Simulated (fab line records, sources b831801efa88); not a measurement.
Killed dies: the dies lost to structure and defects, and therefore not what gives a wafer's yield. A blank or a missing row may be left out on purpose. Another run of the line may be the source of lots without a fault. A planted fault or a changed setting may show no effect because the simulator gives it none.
What tool caused it? | flow gf180mcu | 7 lots, 21 wafers sampled, at 2 steps of a route of 602

== WHAT THE GAUGES READ, wafer by wafer ==
GF_V5_OVL_MEAS_15.
lot  | measured     | on         | V5_OVL (nm)
L122 | day 28 01:10 | overlay-01 | 4 6 6
L129 | day 29 23:37 | overlay-01 | 2 1 0
L132 | day 31 00:34 | overlay-02 | -12 -7 -5
L134 | day 31 10:52 | overlay-02 | -2 -5 -10
L139 | day 32 17:07 | overlay-02 | -9 0 -4
L141 | day 33 05:10 | overlay-02 | -4 -1 -7
L143 | day 33 13:16 | overlay-01 | 1 4 3

== TOOL THAT RAN EACH LOT (tool first, then ch and the chambers of the sampled wafers, then the start) ==
lot  | GF_SAB_CVD_00
L122 | pecvd-04 ch 0,1, day 15 02:32
L129 | pecvd-01 ch 0,1, day 17 08:52
L132 | pecvd-04 ch 0,1,2, day 18 16:43
L134 | pecvd-02 ch 0,1, day 19 05:23
L139 | pecvd-02 ch 1,2, day 21 02:02
L141 | pecvd-01 ch 0,1,2, day 21 19:02
L143 | pecvd-02 ch 1,2, day 22 07:56
- GF_SAB_CVD_00: deposits SiO2 from TEOS, target thk 50 nm, time 4.9302 s.

== THE ANSWER, worked out from the rows above alone ==
Rule: what is usual is taken from the lots themselves. The widest of any qualifying gaps counts: lots, ordered by their means at a reading, are off when they make up no more than a third of the lots, leave a main group of 4 or more, and stand apart from it by 3 or more times the standard deviation of that group's means. A main group whose means are all the same, to the digits that the tables above print for the reading, isn't used. A lot without any number at a reading at which 4 lots or more have one is off too. Any other lot the step has rows for is counted as sound.
No lot is off on any of the readings shown, so nothing can be concluded from this.

== WHAT THE SIMULATOR HAD INSERTED ==
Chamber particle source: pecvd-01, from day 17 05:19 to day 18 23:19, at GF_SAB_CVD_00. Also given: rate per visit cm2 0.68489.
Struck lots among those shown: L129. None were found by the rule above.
